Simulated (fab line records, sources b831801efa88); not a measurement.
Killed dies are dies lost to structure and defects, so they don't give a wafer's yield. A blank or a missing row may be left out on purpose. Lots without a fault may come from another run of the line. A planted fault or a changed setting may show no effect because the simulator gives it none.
Which tool did it? | flow gf180mcu | 24 lots, 72 wafers sampled, at 5 steps of a route of 602

WHAT THE GAUGES READ, wafer by wafer
GF_V2_RS_MEAS_24: measures by four-point-probe.
lot  | measured     | on            | V2_W_RS (ohm/sq)
L074 | day 20 10:59 | film_metro-04 | 0.328 0.317 0.327
L075 | day 20 15:04 | film_metro-03 | 0.328 0.329 0.329
L076 | day 21 01:29 | film_metro-02 | 0.313 0.323 0.324
L077 | day 21 12:25 | film_metro-02 | 0.326 0.311 0.322
L078 | day 21 21:00 | film_metro-02 | 0.314 0.325 0.325
L079 | day 22 06:02 | film_metro-03 | 0.323 0.314 0.314
L080 | day 22 21:27 | film_metro-04 | 0.326 0.335 0.329
L081 | day 23 07:16 | film_metro-03 | 0.331 0.333 0.335
L083 | day 23 09:41 | film_metro-04 | 0.320 0.314 0.323
L082 | day 23 14:02 | film_metro-04 | 0.311 0.311 0.320
L084 | day 24 04:23 | film_metro-04 | 0.324 0.322 0.315
L085 | day 25 00:28 | film_metro-02 | 0.313 0.313 0.314
L086 | day 25 03:41 | film_metro-04 | 0.320 0.316 0.311
L088 | day 25 06:01 | film_metro-04 | 0.333 0.337 0.329
L087 | day 25 08:34 | film_metro-03 | 0.327 0.330 0.317
L089 | day 26 02:04 | film_metro-04 | 0.326 0.325 0.327
L090 | day 26 02:07 | film_metro-02 | 0.328 0.319 0.328
L091 | day 26 07:05 | film_metro-02 | 0.335 0.327 0.330
L092 | day 26 23:34 | film_metro-02 | 0.334 0.318 0.329
L093 | day 27 01:01 | film_metro-04 | 0.326 0.318 0.318
L094 | day 27 05:47 | film_metro-04 | 0.328 0.317 0.317
L095 | day 27 17:30 | film_metro-02 | 0.329 0.326 0.317
L096 | day 27 21:07 | film_metro-04 | 0.324 0.326 0.317
L097 | day 27 23:04 | film_metro-02 | 0.325 0.323 0.314

GF_V2_THK_MEAS_25: measures by xrf.
lot  | measured     | on            | V2_W_THK (nm)
L074 | day 20 11:07 | film_metro-04 | 353 362 354
L075 | day 20 15:10 | film_metro-03 | 349 349 349
L076 | day 21 01:35 | film_metro-02 | 360 350 348
L077 | day 21 12:31 | film_metro-02 | 346 363 351
L078 | day 21 21:07 | film_metro-02 | 360 349 348
L079 | day 22 06:10 | film_metro-03 | 357 367 368
L080 | day 22 21:33 | film_metro-04 | 352 344 350
L081 | day 23 07:23 | film_metro-03 | 351 348 347
L083 | day 23 09:47 | film_metro-04 | 359 368 356
L082 | day 23 14:10 | film_metro-04 | 371 370 359
L084 | day 24 04:30 | film_metro-04 | 353 357 363
L085 | day 25 00:34 | film_metro-02 | 360 357 357
L086 | day 25 03:48 | film_metro-04 | 362 364 367
L088 | day 25 06:07 | film_metro-04 | 347 344 349
L087 | day 25 08:41 | film_metro-03 | 352 347 363
L089 | day 26 02:10 | film_metro-04 | 355 355 351
L090 | day 26 02:13 | film_metro-02 | 348 357 347
L091 | day 26 07:13 | film_metro-02 | 341 350 346
L092 | day 26 23:40 | film_metro-02 | 340 361 346
L093 | day 27 01:08 | film_metro-04 | 351 360 362
L094 | day 27 05:55 | film_metro-04 | 351 362 362
L095 | day 27 17:37 | film_metro-02 | 344 346 357
L096 | day 27 21:13 | film_metro-04 | 354 350 360
L097 | day 27 23:11 | film_metro-02 | 348 349 363

GF_M3_CD_MEAS_14: target cd 280 nm.
lot  | measured     | on        | cd_nm (nm)
L074 | day 21 11:12 | cd_sem-02 | 281.0 280.8 281.1
L075 | day 21 16:04 | cd_sem-02 | 279.4 279.6 280.2
L076 | day 22 01:56 | cd_sem-02 | 281.6 281.0 279.7
L077 | day 22 12:17 | cd_sem-01 | 278.4 279.1 278.0
L078 | day 22 20:51 | cd_sem-02 | 277.9 276.8 278.8
L079 | day 23 05:18 | cd_sem-01 | 279.6 278.8 279.4
L080 | day 24 01:56 | cd_sem-02 | 278.7 279.4 278.5
L081 | day 24 06:06 | cd_sem-02 | 280.4 280.8 281.6
L083 | day 24 09:08 | cd_sem-02 | 282.0 282.3 282.0
L082 | day 24 12:18 | cd_sem-01 | 278.9 279.0 279.6
L084 | day 25 03:22 | cd_sem-02 | 279.0 280.3 279.2
L085 | day 25 22:13 | cd_sem-01 | 279.9 280.5 279.8
L086 | day 26 01:23 | cd_sem-01 | 280.9 282.2 281.5
L088 | day 26 03:07 | cd_sem-01 | 279.8 280.2 279.5
L087 | day 26 06:33 | cd_sem-01 | 279.7 279.0 279.9
L089 | day 26 23:07 | cd_sem-02 | 281.5 280.4 279.0
L090 | day 26 23:36 | cd_sem-02 | 281.5 280.8 280.6
L091 | day 27 04:03 | cd_sem-02 | 280.2 280.4 281.1
L092 | day 27 19:43 | cd_sem-02 | 280.0 279.3 279.1
L093 | day 27 22:06 | cd_sem-02 | 277.7 278.6 279.1
L094 | day 28 02:16 | cd_sem-01 | 278.3 277.4 278.0
L095 | day 28 14:18 | cd_sem-01 | 280.6 279.9 280.3
L096 | day 28 16:47 | cd_sem-02 | 282.2 282.2 281.6
L097 | day 28 19:07 | cd_sem-01 | 279.3 280.7 280.6

WHICH TOOL RAN EACH LOT (tool, then ch and the chambers of the sampled wafers, then the start)
lot  | GF_V1_CMP_26                  | GF_M3_SPUTTER_02
L074 | cmp-01 ch 1,2,3, day 18 07:38 | pvd_sputter-03, day 20 11:36
L075 | cmp-02 ch 0,3, day 18 13:01   | pvd_sputter-01, day 20 15:51
L076 | cmp-02 ch 0,1,3, day 18 23:01 | pvd_sputter-03, day 21 02:03
L077 | cmp-01 ch 2,3, day 19 09:21   | pvd_sputter-01, day 21 13:07
L078 | cmp-02 ch 1,2, day 19 17:38   | pvd_sputter-03, day 21 21:37
L079 | cmp-01 ch 1,3, day 20 03:32   | pvd_sputter-03, day 22 06:39
L080 | cmp-02 ch 0,1, day 20 18:38   | pvd_sputter-01, day 23 03:49
L081 | cmp-02 ch 0,1,2, day 21 06:30 | pvd_sputter-01, day 23 07:53
L083 | cmp-02 ch 1,2,3, day 21 10:49 | pvd_sputter-01, day 23 10:15
L082 | cmp-01 ch 0,1, day 21 14:28   | pvd_sputter-03, day 23 14:39
L084 | cmp-02 ch 0,1, day 22 00:25   | pvd_sputter-03, day 24 04:59
L085 | cmp-01 ch 0,3, day 23 02:19   | pvd_sputter-03, day 25 01:03
L086 | cmp-02 ch 0,2,3, day 23 04:17 | pvd_sputter-03, day 25 04:17
L088 | cmp-01 ch 1,2,3, day 23 06:53 | pvd_sputter-02, day 25 06:36
L087 | cmp-01 ch 0,2,3, day 23 09:14 | pvd_sputter-01, day 25 09:11
L089 | cmp-01 ch 1,3, day 24 03:29   | pvd_sputter-01, day 26 02:39
L090 | cmp-02 ch 2,3, day 24 03:37   | pvd_sputter-02, day 26 02:43
L091 | cmp-02 ch 0,1,3, day 24 08:29 | pvd_sputter-02, day 26 07:42
L092 | cmp-02 ch 0,1,2, day 25 02:06 | pvd_sputter-03, day 27 00:09
L093 | cmp-02 ch 0,1,3, day 25 04:18 | pvd_sputter-02, day 27 01:47
L094 | cmp-02 ch 2,3, day 25 09:20   | pvd_sputter-03, day 27 06:24
L095 | cmp-02 ch 0,1, day 25 22:16   | pvd_sputter-03, day 27 18:07
L096 | cmp-02 ch 0,1, day 26 01:59   | pvd_sputter-03, day 27 21:42
L097 | cmp-01 ch 1,3, day 26 03:19   | pvd_sputter-02, day 27 23:44
- GF_V1_CMP_26: polishes, stops on SiO2, t overpolish 15 s, target thk 0 nm.
- GF_M3_SPUTTER_02: material AlCu, target thk 450 nm, time 23.9 s.

WHAT THE TOOLS THEMSELVES READ (means of the sampled wafers that have a number; where no wafer has one, the mark that the record gives instead)
GF_V1_CMP_26.
lot  | tool   | motor_current_A (A) | overpolish_run_s (s) | platen_rpm (rpm) | time_to_endpoint_s (s)
L074 | cmp-01 | 11.7                | 14.995               | 60.03            | 85
L075 | cmp-02 | 10.7                | 15.004               | 60.00            | 89
L076 | cmp-02 | 10.7                | 14.996               | 60.02            | 87
L077 | cmp-01 | 11.2                | 15.009               | 59.96            | 81
L078 | cmp-02 | 11.0                | 15.009               | 60.02            | 90
L079 | cmp-01 | 12.8                | 15.008               | 59.98            | 85
L080 | cmp-02 | 11.1                | 14.999               | 60.00            | 84
L081 | cmp-02 | 10.8                | 15.004               | 59.99            | 85
L083 | cmp-02 | 10.8                | 15.001               | 59.99            | 89
L082 | cmp-01 | 10.6                | 14.999               | 60.04            | 88
L084 | cmp-02 | 10.7                | 15.005               | 59.98            | 85
L085 | cmp-01 | 11.4                | 15.000               | 59.97            | 87
L086 | cmp-02 | 10.2                | 14.993               | 60.02            | 90
L088 | cmp-01 | 11.8                | 14.994               | 60.00            | 87
L087 | cmp-01 | 10.1                | 14.996               | 60.00            | 88
L089 | cmp-01 | 12.6                | 15.001               | 59.98            | 84
L090 | cmp-02 | 10.5                | 14.999               | 60.01            | 91
L091 | cmp-02 | 11.1                | 14.997               | 60.01            | 88
L092 | cmp-02 | 10.5                | 14.998               | 59.97            | 91
L093 | cmp-02 | 10.7                | 14.991               | 59.99            | 83
L094 | cmp-02 | 11.1                | 15.000               | 59.97            | 86
L095 | cmp-02 | 11.5                | 15.002               | 60.00            | 85
L096 | cmp-02 | 10.8                | 14.999               | 60.01            | 82
L097 | cmp-01 | 12.4                | 14.993               | 60.04            | 86

GF_M3_SPUTTER_02.
lot  | tool           | throttle_valve_pct (%)
L074 | pvd_sputter-03 | 29.8
L075 | pvd_sputter-01 | 29.6
L076 | pvd_sputter-03 | 29.9
L077 | pvd_sputter-01 | 30.1
L078 | pvd_sputter-03 | 29.5
L079 | pvd_sputter-03 | 29.4
L080 | pvd_sputter-01 | 28.7
L081 | pvd_sputter-01 | 30.1
L083 | pvd_sputter-01 | 29.7
L082 | pvd_sputter-03 | 29.8
L084 | pvd_sputter-03 | 29.7
L085 | pvd_sputter-03 | 29.3
L086 | pvd_sputter-03 | 29.6
L088 | pvd_sputter-02 | 28.4
L087 | pvd_sputter-01 | 29.4
L089 | pvd_sputter-01 | 30.8
L090 | pvd_sputter-02 | 28.8
L091 | pvd_sputter-02 | 29.1
L092 | pvd_sputter-03 | 29.8
L093 | pvd_sputter-02 | 29.1
L094 | pvd_sputter-03 | 29.7
L095 | pvd_sputter-03 | 29.3
L096 | pvd_sputter-03 | 29.9
L097 | pvd_sputter-02 | 28.5

THE ANSWER, worked out from the rows above alone
Rule: what is usual is taken from the lots themselves. Put in order of their means at a reading, lots are off if they are a third of the lots or fewer, leave a main group of 4 or more, and stand apart from it by a gap of 3 or more times the standard deviation of the main group's means; of several such gaps the widest counts. A main group whose means are all the same, to the digits that the tables above print for the reading, isn't used. A lot without any number at a reading at which 4 lots or more have one is off too. The other lots that the step has rows for count as sound. The gauges are gone through in route order, then the tools' own readings, and for those a lot's mean is taken as printed above. The first step at which some lot is off is used, and at that step the reading that is off furthest; a lot without a number counts as furthest.
No lot is off at any reading shown: from this, nothing can be told.

WHAT THE SIMULATOR HAD PUT IN
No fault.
